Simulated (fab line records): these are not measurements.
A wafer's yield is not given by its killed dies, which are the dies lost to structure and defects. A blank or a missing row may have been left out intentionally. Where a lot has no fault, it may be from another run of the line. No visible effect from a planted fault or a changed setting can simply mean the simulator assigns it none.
What tool caused it? :: flow sky130 :: 14 lots with 42 wafers sampled at 5 steps, on a route of 708 steps

== WHAT THE GAUGES READ, wafer by wafer ==
SKY_FIELD_ISO_THK_MEAS_02.
lot: L701
measured: day 1 11:38
on: film metro-01
FIELD_ISO_OXIDATION_00_THK (nm): 11.68 11.68 11.89

lot: L702
measured: day 1 17:46
on: film metro-03
FIELD_ISO_OXIDATION_00_THK (nm): 12.33 12.34 12.43

lot: L704
measured: day 2 02:38
on: film metro-04
FIELD_ISO_OXIDATION_00_THK (nm): 12.14 12.08 12.04

lot: L705
measured: day 2 09:19
on: film metro-03
FIELD_ISO_OXIDATION_00_THK (nm): 19.41 19.44 19.56

lot: L706
measured: day 2 15:36
on: film metro-03
FIELD_ISO_OXIDATION_00_THK (nm): 19.35 19.52 19.44

lot: L707
measured: day 2 17:52
on: film metro-04
FIELD_ISO_OXIDATION_00_THK (nm): 11.92 11.77 11.85

lot: L713
measured: day 4 02:30
on: film metro-04
FIELD_ISO_OXIDATION_00_THK (nm): 19.41 19.47 19.60

lot: L715
measured: day 4 10:13
on: film metro-01
FIELD_ISO_OXIDATION_00_THK (nm): 12.23 12.04 12.15

lot: L716
measured: day 4 18:37
on: film metro-03
FIELD_ISO_OXIDATION_00_THK (nm): 12.32 12.16 12.09

lot: L719
measured: day 5 07:01
on: film metro-03
FIELD_ISO_OXIDATION_00_THK (nm): 12.29 12.50 12.50

lot: L720
measured: day 5 10:38
on: film metro-01
FIELD_ISO_OXIDATION_00_THK (nm): 12.12 12.18 12.36

lot: L721
measured: day 5 16:25
on: film metro-01
FIELD_ISO_OXIDATION_00_THK (nm): 12.20 12.22 11.97

lot: L723
measured: day 6 02:10
on: film metro-03
FIELD_ISO_OXIDATION_00_THK (nm): 11.87 12.13 12.19

lot: L724
measured: day 6 08:50
on: film metro-03
FIELD_ISO_OXIDATION_00_THK (nm): 12.10 11.90 11.93

SKY_FIELD_ISO_THK_MEAS_04.
lot: L701
measured: day 1 20:00
on: film metro-01
FIELD_ISO_CVD_03_THK (nm): 168.0 168.5 168.3

lot: L702
measured: day 1 20:00
on: film metro-04
FIELD_ISO_CVD_03_THK (nm): 169.3 170.0 168.9

lot: L704
measured: day 2 04:29
on: film metro-01
FIELD_ISO_CVD_03_THK (nm): 165.8 165.5 163.9

lot: L705
measured: day 2 11:12
on: film metro-04
FIELD_ISO_CVD_03_THK (nm): 166.1 165.2 165.1

lot: L706
measured: day 2 18:27
on: film metro-04
FIELD_ISO_CVD_03_THK (nm): 162.9 162.3 163.1

lot: L707
measured: day 2 19:49
on: film metro-04
FIELD_ISO_CVD_03_THK (nm): 164.3 165.2 165.1

lot: L713
measured: day 4 05:11
on: film metro-01
FIELD_ISO_CVD_03_THK (nm): 167.6 168.2 167.1

lot: L715
measured: day 4 17:22
on: film metro-04
FIELD_ISO_CVD_03_THK (nm): 165.2 165.4 165.4

lot: L716
measured: day 4 21:43
on: film metro-03
FIELD_ISO_CVD_03_THK (nm): 162.9 164.7 164.3

lot: L719
measured: day 5 09:25
on: film metro-03
FIELD_ISO_CVD_03_THK (nm): 165.7 166.0 165.1

lot: L720
measured: day 5 12:29
on: film metro-01
FIELD_ISO_CVD_03_THK (nm): 167.4 165.6 167.8

lot: L721
measured: day 5 19:10
on: film metro-03
FIELD_ISO_CVD_03_THK (nm): 168.2 168.7 167.2

lot: L723
measured: day 6 07:18
on: film metro-03
FIELD_ISO_CVD_03_THK (nm): 164.4 165.4 163.3

lot: L724
measured: day 6 13:35
on: film metro-04
FIELD_ISO_CVD_03_THK (nm): 165.3 165.1 165.9

SKY_FIELD_ISO_CD_MEAS_13: the cd target is 150 nm.
lot: L701
measured: day 2 10:40
on: cd sem-02
cd nm (nm): 151.1 151.2 150.0

lot: L702
measured: day 2 11:01
on: cd sem-02
cd nm (nm): 151.0 149.8 150.9

lot: L704
measured: day 2 19:56
on: cd sem-01
cd nm (nm): 151.4 149.6 149.0

lot: L705
measured: day 3 00:53
on: cd sem-02
cd nm (nm): 148.8 148.7 147.0

lot: L706
measured: day 3 06:58
on: cd sem-02
cd nm (nm): 150.9 150.9 149.4

lot: L707
measured: day 3 11:40
on: cd sem-01
cd nm (nm): 151.0 149.4 150.9

lot: L713
measured: day 4 18:58
on: cd sem-01
cd nm (nm): 151.3 151.5 149.9

lot: L715
measured: day 5 10:32
on: cd sem-02
cd nm (nm): 148.7 147.4 148.7

lot: L716
measured: day 5 15:03
on: cd sem-02
cd nm (nm): 150.0 151.9 150.2

lot: L719
measured: day 6 03:16
on: cd sem-01
cd nm (nm): 152.9 153.0 152.5

lot: L720
measured: day 6 06:34
on: cd sem-01
cd nm (nm): 151.8 150.1 152.0

lot: L721
measured: day 6 13:16
on: cd sem-01
cd nm (nm): 148.3 148.3 147.6

lot: L723
measured: day 7 01:29
on: cd sem-02
cd nm (nm): 151.7 151.2 150.5

lot: L724
measured: day 7 09:28
on: cd sem-01
cd nm (nm): 150.4 149.8 149.4

SKY_NWELL_RS_MEAS_31: measures by four-point-probe.
lot: L701
measured: day 5 14:46
on: film metro-01
PWDE_RS (ohm/sq): 5270 5282 5293

lot: L702
measured: day 5 16:42
on: film metro-02
PWDE_RS (ohm/sq): 5301 5271 5268

lot: L704
measured: day 6 00:23
on: film metro-01
PWDE_RS (ohm/sq): 5296 5278 5304

lot: L705
measured: day 6 05:46
on: film metro-04
PWDE_RS (ohm/sq): 5274 5278 5255

lot: L706
measured: day 6 14:49
on: film metro-02
PWDE_RS (ohm/sq): 5269 5264 5281

lot: L707
measured: day 6 19:58
on: film metro-01
PWDE_RS (ohm/sq): 5269 5275 5278

lot: L713
measured: day 8 09:48
on: film metro-02
PWDE_RS (ohm/sq): 5271 5272 5263

lot: L715
measured: day 8 23:17
on: film metro-02
PWDE_RS (ohm/sq): 5282 5255 5261

lot: L716
measured: day 9 04:41
on: film metro-04
PWDE_RS (ohm/sq): 5297 5283 5293

lot: L719
measured: day 9 23:22
on: film metro-01
PWDE_RS (ohm/sq): 5303 5293 5303

lot: L720
measured: day 10 02:03
on: film metro-04
PWDE_RS (ohm/sq): 5284 5278 5288

lot: L721
measured: day 10 06:20
on: film metro-04
PWDE_RS (ohm/sq): 5277 5282 5304

lot: L723
measured: day 10 16:38
on: film metro-01
PWDE_RS (ohm/sq): 5297 5297 5303

lot: L724
measured: day 11 20:17
on: film metro-01
PWDE_RS (ohm/sq): 5266 5275 5300

== WHICH TOOL RAN EACH LOT (tool, then ch and the chambers of the sampled wafers, then the start) ==
lot: L701
SKY_FIELD_ISO_OXIDATION_01: furnace-01 ch 0, day 1 10:07

lot: L702
SKY_FIELD_ISO_OXIDATION_01: furnace-01 ch 0, day 1 16:15

lot: L704
SKY_FIELD_ISO_OXIDATION_01: furnace-02 ch 0, day 2 01:07

lot: L705
SKY_FIELD_ISO_OXIDATION_01: furnace-02 ch 0, day 2 06:07

lot: L706
SKY_FIELD_ISO_OXIDATION_01: furnace-01 ch 0, day 2 11:58 and furnace-02 ch 0, day 2 14:04

lot: L707
SKY_FIELD_ISO_OXIDATION_01: furnace-01 ch 0, day 2 16:21

lot: L713
SKY_FIELD_ISO_OXIDATION_01: furnace-02 ch 0, day 3 22:38 and furnace-01 ch 0, day 4 00:57

lot: L715
SKY_FIELD_ISO_OXIDATION_01: furnace-01 ch 0, day 4 08:41

lot: L716
SKY_FIELD_ISO_OXIDATION_01: furnace-01 ch 0, day 4 17:06

lot: L719
SKY_FIELD_ISO_OXIDATION_01: furnace-02 ch 0, day 5 05:29

lot: L720
SKY_FIELD_ISO_OXIDATION_01: furnace-01 ch 0, day 5 09:07

lot: L721
SKY_FIELD_ISO_OXIDATION_01: furnace-02 ch 0, day 5 14:55

lot: L723
SKY_FIELD_ISO_OXIDATION_01: furnace-01 ch 0, day 6 00:38

lot: L724
SKY_FIELD_ISO_OXIDATION_01: furnace-02 ch 0, day 6 07:19
- SKY_FIELD_ISO_OXIDATION_01: stabilise 600 s, purge 300 s, target thk 12 nm.

== WHAT THE TOOLS THEMSELVES READ (means of the sampled wafers that have a number; where no wafer has one, the mark that the record gives instead) ==
The record holds no such reading with a usual standard deviation.

== THE ANSWER, worked out from the rows above alone ==
Rule: the lots themselves supply what counts as usual. Put in order of their means at a reading, lots are off if they are a third of the lots or fewer, leave a main group of 4 or more, and stand apart from it by a gap of 3 or more times the standard deviation of the main group's means; of several such gaps the widest counts. If all means in a main group match to the digits the tables above print for the reading, that group is not used. A lot without any number at a reading at which 4 lots or more have one is off too. All remaining lots with rows at the step are treated as sound. Order of review: gauges by route order, followed by the tools' own readings, for which a lot's mean as printed above is used. At the first step where some lot is off, the reading lying furthest off is the one used; lots without a number count as furthest.
Off: L705, L706, L713, at SKY_FIELD_ISO_THK_MEAS_02 (FIELD_ISO_OXIDATION_00_THK). The main group has a mean of 12.11 nm with a standard deviation of 0.19.
A tool fits if, at a process step before that reading, it ran every lot that is off, and no sound lot after the first of them. Gauges at SKY_FIELD_ISO_THK_MEAS_02: tried the same way as those tools. None of those tried fits.

== WHAT THE SIMULATOR HAD PUT IN ==
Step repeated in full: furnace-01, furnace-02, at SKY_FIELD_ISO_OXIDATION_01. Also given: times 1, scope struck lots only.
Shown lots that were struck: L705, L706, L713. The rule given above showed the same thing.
